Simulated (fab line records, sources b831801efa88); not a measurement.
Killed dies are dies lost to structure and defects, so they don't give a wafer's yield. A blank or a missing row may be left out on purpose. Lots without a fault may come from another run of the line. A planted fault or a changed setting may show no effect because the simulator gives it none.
Tool commonality check | flow gf180mcu | 14 lots, 42 wafers sampled

WHY IT WAS OPENED
At GF_POLY_GATE_CD_MEAS_10 the reading cd_nm is flagged on 2 of 14 lots. Wafers without a fault read 280.3 nm, standard deviation 1.1.
Rule: a lot is flagged when every wafer of it that has a number lies more than 4 standard deviations from that mean, or none has a number. The other lots count as sound.

lot  | measured     | on        | cd_nm (nm), wafer by wafer | flag
L145 | day 9 05:13  | cd_sem-02 | 279.2 279.1 279.0          |
L146 | day 9 14:19  | cd_sem-02 | 280.7 280.7 281.3          |
L147 | day 9 22:28  | cd_sem-02 | 280.1 280.4 279.9          |
L148 | day 10 04:12 | cd_sem-01 | 280.9 279.9 280.4          |
L149 | day 10 12:22 | cd_sem-01 | 281.4 279.4 279.5          |
L150 | day 10 23:29 | cd_sem-01 | 280.0 280.3 280.2          |
L153 | day 11 16:08 | cd_sem-02 | 281.5 282.4 282.5          |
L157 | day 12 20:48 | cd_sem-02 | 285.2 288.1 285.7          | FLAGGED
L159 | day 13 15:02 | cd_sem-01 | 285.6 286.3 286.4          | FLAGGED
L160 | day 13 23:16 | cd_sem-02 | 281.8 281.9 282.7          |
L163 | day 14 17:19 | cd_sem-02 | 279.0 279.8 280.3          |
L164 | day 15 00:13 | cd_sem-01 | 278.0 278.5 279.1          |
L167 | day 15 20:06 | cd_sem-02 | 281.5 281.8 280.3          |
L168 | day 16 03:23 | cd_sem-02 | 280.6 279.6 279.3          |
The numbers of the flagged lots are 286.2 nm on average: +5.9 nm against the usual, or +5 standard deviations.

WHICH TOOL RAN EACH LOT
The record holds 1 process step before the reading, out of a route of 602 steps. In each cell: the tool, then ch and the chambers that the sampled wafers went through, then the start.
lot  | flag    | GF_POLY_GATE_EXPOSE_07
L145 |         | krf_scanner-02 ch 0, day 8 20:49
L146 |         | krf_scanner-01 ch 0, day 9 06:11
L147 |         | krf_scanner-02 ch 0, day 9 13:39
L148 |         | krf_scanner-01 ch 0, day 9 19:44
L149 |         | krf_scanner-02 ch 0, day 10 02:53
L150 |         | krf_scanner-01 ch 0, day 10 14:31
L153 |         | krf_scanner-02 ch 0, day 11 06:51
L157 | FLAGGED | krf_scanner-01 ch 0, day 12 10:35
L159 | FLAGGED | krf_scanner-01 ch 0, day 13 05:22
L160 |         | krf_scanner-02 ch 0, day 13 13:11
L163 |         | krf_scanner-02 ch 0, day 14 06:50
L164 |         | krf_scanner-02 ch 0, day 14 13:36
L167 |         | krf_scanner-02 ch 0, day 15 09:46
L168 |         | krf_scanner-02 ch 0, day 15 17:02
What these steps do:
- GF_POLY_GATE_EXPOSE_07: exposes mask Poly2, target cd 280 nm.
- GF_POLY_GATE_CD_MEAS_10: target cd 280 nm.

FLAGGED OVER TOTAL, TOOL BY TOOL (the gauges that took the reading come last)
step                    | tool           | lots run | flagged | share of the flagged lots | sound lots run after its first flagged lot
GF_POLY_GATE_EXPOSE_07  | krf_scanner-01 | 5        | 2       | all                       | 0
GF_POLY_GATE_EXPOSE_07  | krf_scanner-02 | 9        | 0       | none                      | -
GF_POLY_GATE_CD_MEAS_10 | cd_sem-01      | 5        | 1       | some                      | 1 (L164)
GF_POLY_GATE_CD_MEAS_10 | cd_sem-02      | 9        | 1       | some                      | 4 (L160,L163,L167,L168)

WHAT THE TABLE ALLOWS
1 row of the table ran every flagged lot: krf_scanner-01 at GF_POLY_GATE_EXPOSE_07.
- krf_scanner-01 at GF_POLY_GATE_EXPOSE_07: 2 of its 5 lots flagged. Its last sound lot is L150 (day 10 14:31), its first flagged lot L157 (day 12 10:35): a fault that began between those two fits. Its own readings lie more than 4 standard deviations out on every wafer of the flagged lots: exposure_dose_mJ_cm2.
One tool is left: krf_scanner-01 at GF_POLY_GATE_EXPOSE_07.

WHAT THE SIMULATOR HAD PUT IN
Process parameter drift: krf_scanner-01, from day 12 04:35 on, at GF_POLY_GATE_EXPOSE_07. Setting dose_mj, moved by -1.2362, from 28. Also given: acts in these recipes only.
Lots struck among those shown: L157, L159. The rule above found the same.
